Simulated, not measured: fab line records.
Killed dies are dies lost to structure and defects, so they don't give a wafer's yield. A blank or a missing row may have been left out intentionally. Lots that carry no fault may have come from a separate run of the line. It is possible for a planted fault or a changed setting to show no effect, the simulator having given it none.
A lot that was struck, set against a sound lot ; flow gf180mcu ; 15 steps out of a route of 602
Sound: the wafers L563.2, L563.3, L563.4. Struck: wafer L576.5; the same lot's L576.3 was not struck, so it is left out; see the end for the cause.
For every step that has rows: the tool of each side, followed by ch and its chambers, followed by its first start. Under that, the readings that differ: sound wafers ; struck wafers ; difference of the means ; sigmas: that difference in standard deviations of wafers without a fault.
alike: readings whose means differ by less than 2 such deviations, and words and numbers that are the same on both sides. not compared: withheld readings, readings that some wafer has no value for, bounds like >300 that may hide the same value, and numbers for which the record gives no deviation and whose values overlap.
A row with sigmas, a row that says differs or no value, or rows on one side alone: a step with any of these is where the two part. Non-overlapping numbers with no deviation appear without sigmas and do not part them. Lack of a reading on every wafer of one side parts them only where that side has two or more wafers.

GF_V3_CD_MEAS_14 targets a cd of 260 nm.
  sound: cdSem-02 at day 22 19:46; struck: cdSem-02 at day 27 10:03
  alike: cdNm
GF_V3_OVL_MEAS_15:
  sound: overlay-02 at day 22 19:52; struck: overlay-01 at day 27 10:09
  alike: V3_OVL
then, 1 step without rows for these wafers: GF_V3_ETCH_16 (etches BARC in N2/H2).
GF_V3_ETCH_17: etches SiO2 in C4F8/O2/Ar, stops on TiN, target depth 635 nm.
  sound: rieDiel-02 ch 1,2,3; struck: rieDiel-03 ch 3
  alike: oesProductAu
GF_V3_STRIP_18: strips in O2/N2.
  sound on plasmaAsher-01 ch 0,1, day 22 20:02; struck on plasmaAsher-01 ch 1, day 27 10:20
  alike: drypumpMotorCurrentA, heaterPowerW, oesProductAu
  not compared: rfHoursCounterH
then, 3 steps without rows for these wafers: GF_V3_STRIP_19 (strips in post etch residue remover, time 1200 s); GF_V3_CLEAN_20 (cleans in DIW); GF_V3_SPUTTER_21 (material Ti, target thk 15 nm, time 80.02 s).
GF_V3_SPUTTER_22: material TiN, target thk 10 nm, time 40 s.
  sound: pvdSputter-04 at day 22 20:37; struck: pvdSputter-04 at day 27 10:53
  alike: throttleValvePct
GF_V3_CVD_23: deposits W, target thk 350 nm, time 104.9 s.
  sound on cvdW-02 ch 0,1, day 22 20:40; struck on cvdW-01 ch 0, day 27 10:58
  alike: heaterPowerW
GF_V3_RS_MEAS_24: a four-point-probe measurement.
  sound: filmMetro-01 at day 22 20:47; struck: filmMetro-03 at day 27 11:05
  alike: V3_W_RS
GF_V3_THK_MEAS_25: measures by xrf.
  sound: filmMetro-01 at day 22 20:54; struck: filmMetro-03 at day 27 11:11
  alike: V3_W_THK
GF_V3_CMP_26: polishes, stops on SiO2, t overpolish 15 s, target thk 0 nm.
  sound on cmp-02 ch 1,2,3, day 22 20:57; struck on cmp-01 ch 2, day 27 11:19
reading;sound;struck;difference;sigmas
overpolishRunS (s);14.993 15.000 14.982;15.013;+0.021;+2
timeToEndpointS (s);86.5 84.9 86.1;50.7;-35.1;-13
  alike: motorCurrentA, platenRpm
GF_M4_SPUTTER_00: material Ti, target thk 37.5 nm, time 150 s.
  sound: pvdSputter-01 at day 22 21:15; struck: pvdSputter-03 at day 27 11:31
  alike: substrateTempC, throttleValvePct
GF_PASSIVATION_PROBE_99:
  rows exist in the record for the sound wafers here (prober-01, day 29 11:12), none for the struck ones

## WHERE THEY PART
Earliest at GF_V3_CMP_26; latest, in this record, at GF_PASSIVATION_PROBE_99.

WHY: what had been put in by the simulator
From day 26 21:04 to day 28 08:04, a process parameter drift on cmp-01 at GF_V3_CMP_26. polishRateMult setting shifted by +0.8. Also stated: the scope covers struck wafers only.
